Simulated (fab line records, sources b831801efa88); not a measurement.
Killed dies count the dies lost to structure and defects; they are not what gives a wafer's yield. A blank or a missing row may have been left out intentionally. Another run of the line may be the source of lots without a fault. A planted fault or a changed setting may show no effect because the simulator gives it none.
A lot that was struck, set against a sound lot + flow sky130 + 16 steps out of a route of 708
Sound: the wafers L586.2, L586.3, L586.4. Wafers struck: L599.1, L599.2, L599.5. Last of all comes the cause.
Order at every step that has rows: each side's tool, ch and its chambers, its first start. Under that, the readings that differ: sound wafers + struck wafers + difference of the means + sigmas: that difference in standard deviations of wafers without a fault.
alike: words and numbers the same on both sides, and readings whose means are apart by under 2 such deviations; not compared: readings that were withheld, readings missing a value for some wafer, numbers with overlapping values and no deviation given by the record, and bounds like >300 which may hide the same value.
A row with sigmas, a row that says differs or no value, or rows on one side alone: a step with any of these is where the two part. Numbers that have no deviation but don't overlap get no sigmas and don't part them. Lack of a reading on every wafer of one side parts them only where that side has two or more wafers.

first, 5 steps without rows for these wafers: SKY_POLY_GATE_COAT_08 (resist thk 450 nm); SKY_POLY_GATE_SOFTBAKE_09 (time 90 s); SKY_POLY_GATE_EXPOSE_10 (exposes mask P1M, target cd 150 nm); SKY_POLY_GATE_PEB_11; SKY_POLY_GATE_DEVELOP_12 (develop time 60 s).
SKY_POLY_GATE_CD_MEAS_13: the cd target is 150 nm.
  sound on cd_sem-02, day 16 01:44; struck on cd_sem-02, day 21 11:40
  alike: cd_nm
SKY_POLY_GATE_OVL_MEAS_14:
  sound on overlay-02, day 16 01:50; struck on overlay-01, day 21 11:47
  alike: POLY_GATE_OVL
SKY_POLY_GATE_ETCH_15: etches BARC in N2/H2, stops on SiO2, time 118.5 s, target depth 110 nm.
  sound on rie_diel-02 ch 0,1,2, day 16 01:52; struck on rie_diel-03 ch 2,3, day 21 11:49
  alike: drypump_motor_current_A, oes_product_au, throttle_valve_pct
  not compared: rf_hours_counter_h
SKY_POLY_GATE_ETCH_16: etches Si3N4 in CH3F/O2, stops on poly-Si, time 147.5 s, target depth 75 nm.
  sound on rie_diel-02 ch 0,1,2, day 16 01:57; struck on rie_diel-03 ch 2,3, day 21 11:54
  alike: drypump_motor_current_A, oes_product_au, throttle_valve_pct
  not compared: rf_hours_counter_h
SKY_POLY_GATE_ETCH_17: etches poly-Si in HBr/Cl2, stops on SiO2, target depth 180 nm, time 70.5 s.
  sound on rie_si-02 ch 1,2,3, day 16 02:03; struck on rie_si-02 ch 0,1, day 21 11:59
  alike: drypump_motor_current_A, oes_product_au, throttle_valve_pct
  not compared: rf_hours_counter_h
SKY_POLY_GATE_STRIP_18: strips in O2/N2.
  sound on plasma_asher-04 ch 0,1, day 16 02:07; struck on plasma_asher-01 ch 0,1, day 21 12:03
| reading               | sound             | struck            | difference | sigmas |
|-----------------------|-------------------|-------------------|------------|--------|
| oes_product_au (a.u.) | 0.362 0.368 0.366 | 0.355 0.354 0.356 | -0.010     | -2     |
  alike: drypump_motor_current_A, strip_time_to_endpoint_s
  not compared: rf_hours_counter_h
then, 1 step without rows for these wafers: SKY_POLY_GATE_CLEAN_19 (cleans in SC1/SC2, time 150 s).
SKY_POLY_GATE_OXIDATION_20: stabilise 600 s, purge 300 s, target thk 4 nm.
  sound on furnace-01 ch 0, day 16 04:01; struck on furnace-01 ch 0, day 21 12:12
| reading                                          | sound                | struck               | difference | sigmas      |
|--------------------------------------------------|----------------------|----------------------|------------|-------------|
| spike_tc_bottom_C (C)                            | 870.1 871.3 872.9    | 833.8 834.5 832.6    | -37.8      | -25         |
| spike_tc_centre_C (C)                            | 848.3 849.5 851.1    | 812.4 811.4 812.1    | -37.7      | -38         |
| spike_tc_lower_C (C)                             | 851.1 849.8 848.8    | 812.0 810.5 813.1    | -38.0      | -38         |
| spike_tc_top_C (C)                               | 865.0 863.0 863.3    | 827.5 826.1 826.5    | -37.1      | -29         |
| spike_tc_upper_C (C)                             | 851.6 851.2 849.6    | 812.7 810.0 811.2    | -39.5      | -40         |
| tube_center_temp_C (C)                           | 849.98 850.07 850.03 | 811.19 811.16 811.22 | -38.84     | -99 or more |
| tube_center_temp_C_max                           | 852.3 852.3 852.0    | 813.3 812.7 813.2    | -39.1      | -99 or more |
| zone_power_lower_pct (%)                         | 16.29 16.35 16.40    | 14.87 14.65 14.93    | -1.53      | -7          |
| zone_power_top_pct (%)                           | 27.3 27.3 27.2       | 25.1 25.5 25.1       | -2.0       | -4          |
| zone_power_upper_pct (%)                         | 15.84 15.97 15.78    | 14.18 14.09 14.28    | -1.68      | -10         |
| model.SiO2_of_POLY_GATE_OXIDATION_20.thk_nm (nm) | 4.069 4.105 4.079    | 2.388 2.366 2.409    | -1.697     |             |
SKY_POLY_GATE_THK_MEAS_21:
  sound on film_metro-04, day 16 05:17; struck on film_metro-04, day 21 13:41
| reading                      | sound          | struck         | difference | sigmas |
|------------------------------|----------------|----------------|------------|--------|
| POLY_GATE_OXIDATION_THK (nm) | 4.09 4.07 4.05 | 2.43 2.39 2.44 | -1.65      | -21    |
  not compared: hold
SKY_POLY_GATE_CD_MEAS_22:
  sound on cd_sem-02, day 16 05:21; struck on cd_sem-01, day 21 20:15
| reading | sound | struck                                                                     | difference                   | sigmas |
|---------|-------|----------------------------------------------------------------------------|------------------------------|--------|
| hold    | - - - | await_dispo/6.5h/release await_dispo/6.5h/release await_dispo/6.5h/release | no value on the sound wafers |        |
  alike: cd_nm
-- a jump in the record: the struck wafers' starts before and after are 27 days apart (it breaks off in module POLY_GATE and resumes in module PAD_OPEN, where the first step shown is number 708 of the route) --
SKY_PAD_OPEN_PROBE_99:
  sound on prober-01, day 45 15:23; struck on prober-01, day 48 22:30
| reading                           | sound             | struck            | difference | sigmas |
|-----------------------------------|-------------------|-------------------|------------|--------|
| model.etest.tip_sonos.rs_ohm_sq   | 2691 2670 2643    | 2479 2491 2456    | -193       |        |
| model.etest.tip_p.rs_ohm_sq       | 6988 6977 6957    | 6730 6724 6711    | -252       |        |
| model.etest.res_pdiff.line_ohm_um | 1359 1355 1333    | 1286 1290 1298    | -58        |        |
| model.etest.res_ndiff.line_ohm_um | 768 759.8 748.2   | 725 738.2 724.9   | -29        |        |
| model.etest.tip_n.rs_ohm_sq       | 450.9 450.5 447.7 | 421.4 422.9 420.2 | -28.2      |        |
| model.etest.res_pdiff.rs_ohm_sq   | 195.1 194.5 195.3 | 188.2 186.9 186.5 | -7.8       |        |
| model.etest.pfet_01v8.drive_ua_um | 191.7 189.3 187.1 | 203.9 202.4 200.3 | +12.8      |        |
| model.etest.res_ndiff.rs_ohm_sq   | 121 121.6 121.1   | 114 115.1 114.9   | -7         |        |
  alike: killed_at_M0_to_M3, killed_at_M4_up, killed_at_contacts, killed_at_front_end, killed_at_other, killed_dies, killed_open, killed_short

## WHERE THEY PART
Earliest at SKY_POLY_GATE_STRIP_18; latest, in this record, at SKY_POLY_GATE_CD_MEAS_22. Later steps at which nothing parts them and some readings are alike: SKY_PAD_OPEN_PROBE_99.

WHY: whatever the simulator had introduced
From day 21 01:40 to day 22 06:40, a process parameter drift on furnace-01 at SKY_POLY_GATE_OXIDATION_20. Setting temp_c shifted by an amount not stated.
